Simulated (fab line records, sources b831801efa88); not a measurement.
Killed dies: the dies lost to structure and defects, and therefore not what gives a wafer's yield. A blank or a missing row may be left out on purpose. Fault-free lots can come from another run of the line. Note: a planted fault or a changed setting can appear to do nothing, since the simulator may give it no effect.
Struck lot and sound lot, side by side | flow sfq line | 42 out of 325 route steps
Sound: the wafers L599.1, L599.3, L599.5. Struck: wafer L602.1; the same lot's L602.3 was not struck, so it is left out; see the end for the cause.
Each step with rows lists, per side, the tool, then ch with its chambers, then its first start. Under that, the readings that differ: sound wafers | struck wafers | difference of the means | sigmas: that difference in standard deviations of wafers without a fault.
alike: words and numbers the same on both sides, and readings whose means are apart by under 2 such deviations; not compared: readings that were withheld, readings missing a value for some wafer, numbers with overlapping values and no deviation given by the record, and bounds like >300 which may hide the same value.
Wherever a step has rows on one side only, a row that says differs or no value, or a row with sigmas, the two part there. Numbers that don't overlap but have no deviation are shown without sigmas and don't part them. A reading that every wafer of one side lacks parts them only if that side has two wafers or more.

first, 6 steps without rows for these wafers: SFQ_TRILAYER_M0_LITHO_COAT_026 (resist thk 62 nm); SFQ_TRILAYER_M0_LITHO_COAT_021 (resist thk 600 nm); SFQ_TRILAYER_M0_LITHO_SOFTBAKE_025; SFQ_TRILAYER_M0_LITHO_EXPOSE_022 (exposes mask M0, target cd 500 nm); SFQ_TRILAYER_M0_LITHO_PEB_024 (peb time 60 s); SFQ_TRILAYER_M0_LITHO_DEVELOP_023 (time 60 s).
SFQ_M0_OVL_MEAS_906:
  sound: overlay-01 at day 5 22:02; struck: overlay-02 at day 7 02:53
  alike: M0_OVL
then, 2 steps without rows for these wafers: SFQ_TRILAYER_M0_BARC_OPEN_METAL_ETCH_031 (etches BARC in O2, target depth 125 nm, time 41.7 s); SFQ_TRILAYER_M0_ETCH_METAL_ETCH_024 (etches Nb in Cl2/Ar, stops on SiO2, target depth 240 nm, time 120 s).
SFQ_TRILAYER_M0_STRIP_STRIP_025: strips in O2.
  sound on rie metal-04 ch 0,1, day 5 22:16; struck on rie metal-02 ch 1, day 7 03:07
  alike: drypump motor current A, oes product au
  not compared: rf hours counter h
then, 1 step without rows for these wafers: SFQ_TRILAYER_M0_STRIP_SOLV_CLEAN_026 (cleans in NMP, time 600 s).
SFQ_TRILAYER_I0_DEP_PECVD_027: deposits SiO2 from SiH4/N2O, time 111.11 s, target thk 500 nm.
  sound on pecvd-01 ch 0,1, day 5 23:02; struck on pecvd-02 ch 2, day 7 03:53
  alike: heater power w, throttle valve pct
  not compared: since wet clean h
SFQ_TRILAYER_I0_CMP_CMP_028: polishes SiO2.
  sound on cmp-01 ch 0,1,2, day 6 05:01; struck on cmp-01 ch 0, day 7 05:04
  reading                                             | sound             | struck | difference | sigmas
  time to endpoint s (s)                              | 219 226 224       | 176    | -47        | -7
  model.SiO2_of_TRILAYER_I0_DEP_PECVD_027.thk nm (nm) | 199.8 198.5 197.9 | 250    | +51        |
  alike: edge zone pressure frac, motor current A
SFQ_I0_BOW_MEAS_907:
  sound: film metro-04 at day 6 08:01; struck: film metro-01 at day 7 08:53
  not compared: I0_BOW
SFQ_TRILAYER_I0_METRO_MEASURE_029:
  sound: film metro-04 at day 6 08:08; struck: film metro-01 at day 7 14:17
  reading     | sound             | struck | difference | sigmas
  thk nm (nm) | 199.9 198.5 197.8 | 249.9  | +51.2      | +47
then, 6 steps without rows for these wafers: SFQ_TRILAYER_I0_VIA_LITHO_COAT_036 (resist thk 62 nm); SFQ_TRILAYER_I0_VIA_LITHO_COAT_031 (resist thk 650 nm); SFQ_TRILAYER_I0_VIA_LITHO_SOFTBAKE_035; SFQ_TRILAYER_I0_VIA_LITHO_EXPOSE_032 (exposes mask I0, target cd 500 nm); SFQ_TRILAYER_I0_VIA_LITHO_PEB_034 (peb time 60 s); SFQ_TRILAYER_I0_VIA_LITHO_DEVELOP_033 (time 60 s).
-- the record jumps here: 5 days lie between the struck wafers' starts before and after --
SFQ_I0_OVL_MEAS_908:
  sound: overlay-02 at day 11 07:10; struck: overlay-02 at day 12 05:58
  alike: I0_OVL
SFQ_TRILAYER_I0_VIA_BARC_OPEN_VIA_ETCH_046: etches BARC in O2, target depth 125 nm, time 41.7 s.
  sound on rie diel-02 ch 0,2, day 11 07:13; struck on rie diel-02 ch 0, day 12 06:01
  alike: drypump motor current A, oes product au
  not compared: rf hours counter h
SFQ_TRILAYER_I0_VIA_ETCH_VIA_ETCH_034: etches SiO2 in CHF3, stops on Nb, target depth 260 nm.
  sound on rie diel-02 ch 0,2, day 11 07:15; struck on rie diel-02 ch 0, day 12 06:03
  reading                        | sound             | struck | difference | sigmas
  oes product au (a.u.)          | 0.860 0.851 0.844 | 0.966  | +0.114     | +21
  model.etch.depth nm (nm)       | 199.8 198.5 197.9 | 250    | +51        |
  model.I0.feature depth nm (nm) | 199.8 198.5 197.9 | 250    | +51        |
  alike: drypump motor current A
then, 2 steps without rows for these wafers: SFQ_TRILAYER_I0_VIA_STRIP_STRIP_035 (strips in O2); SFQ_TRILAYER_I0_VIA_STRIP_SOLV_CLEAN_036 (cleans in NMP, time 600 s).
SFQ_TRILAYER_M1_DEP_PRE_CLEAN_038: time 22.5 s.
  sound: pvd sputter-05 at day 11 08:09; struck: pvd sputter-06 at day 12 06:56
  reading                                             | sound           | struck | difference | sigmas
  model.SiO2_of_TRILAYER_I0_DEP_PECVD_027.thk nm (nm) | 192.3 191 190.4 | 242.5  | +51.3      |
then, 1 step without rows for these wafers: SFQ_TRILAYER_M1_DEP_SPUTTER_037 (material Nb, target thk 200 nm, time 133.3 s).
SFQ_M1_RS_MEAS_909: the measuring method here is four-point-probe.
  sound: film metro-01 at day 11 08:16; struck: film metro-03 at day 12 07:03
  reading           | sound             | struck | difference | sigmas
  M1_NB_RS (ohm/sq) | 0.900 0.896 0.890 | 0.874  | -0.021     | -2
then, 6 steps without rows for these wafers: SFQ_TRILAYER_M1_LITHO_COAT_044 (resist thk 62 nm); SFQ_TRILAYER_M1_LITHO_COAT_039 (resist thk 600 nm); SFQ_TRILAYER_M1_LITHO_SOFTBAKE_043; SFQ_TRILAYER_M1_LITHO_EXPOSE_040 (exposes mask M1, target cd 500 nm); SFQ_TRILAYER_M1_LITHO_PEB_042 (peb time 60 s); SFQ_TRILAYER_M1_LITHO_DEVELOP_041 (time 60 s).
-- the record jumps here: 4 days lie between the struck wafers' starts before and after --
SFQ_M1_OVL_MEAS_911:
  sound: overlay-02 at day 15 20:02; struck: overlay-01 at day 16 17:29
  alike: M1_OVL
SFQ_TRILAYER_M1_BARC_OPEN_METAL_ETCH_054: etches BARC in O2, target depth 125 nm, time 41.7 s.
  sound on rie metal-01 ch 0,1, day 15 20:05; struck on rie metal-04 ch 0, day 16 17:32
  alike: drypump motor current A, oes product au
  not compared: rf hours counter h
then, 1 step without rows for these wafers: SFQ_TRILAYER_M1_ETCH_METAL_ETCH_042 (etches Nb in Cl2/Ar, stops on SiO2, target depth 240 nm, time 120 s).
SFQ_TRILAYER_M1_STRIP_STRIP_043: strips in O2.
  sound on rie metal-01 ch 0,1, day 15 20:16; struck on rie metal-04 ch 0, day 16 17:43
  reading               | sound             | struck | difference | sigmas
  oes product au (a.u.) | 1.003 1.009 0.999 | 0.986  | -0.018     | -2
  alike: drypump motor current A
  not compared: rf hours counter h
then, 2 steps without rows for these wafers: SFQ_TRILAYER_M1_STRIP_SOLV_CLEAN_044 (cleans in NMP, time 600 s); SFQ_TRILAYER_I1_DEP_PECVD_045 (deposits SiO2 from SiH4/N2O, time 111.11 s, target thk 500 nm).
-- the record jumps here: 60 days lie between the struck wafers' starts before and after --
SFQ_M8_BOW_MEAS_951:
  sound: film metro-02 at day 75 08:46; struck: film metro-01 at day 76 08:46
  reading                 | sound             | struck | difference | sigmas
  model.etest.i0.link ohm | 1.993 1.981 1.975 | 2.006  | +0.023     |
  alike: M8_BOW

## WHERE THEY PART
First at SFQ_TRILAYER_I0_CMP_CMP_028; last, within this record, at SFQ_TRILAYER_M1_STRIP_STRIP_043. Later steps at which nothing parts them and some readings are alike: SFQ_M8_BOW_MEAS_951.

WHY: whatever the simulator had introduced
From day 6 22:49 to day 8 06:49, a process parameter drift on cmp-01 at SFQ_TRILAYER_I0_CMP_CMP_028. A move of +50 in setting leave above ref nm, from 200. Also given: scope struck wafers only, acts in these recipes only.
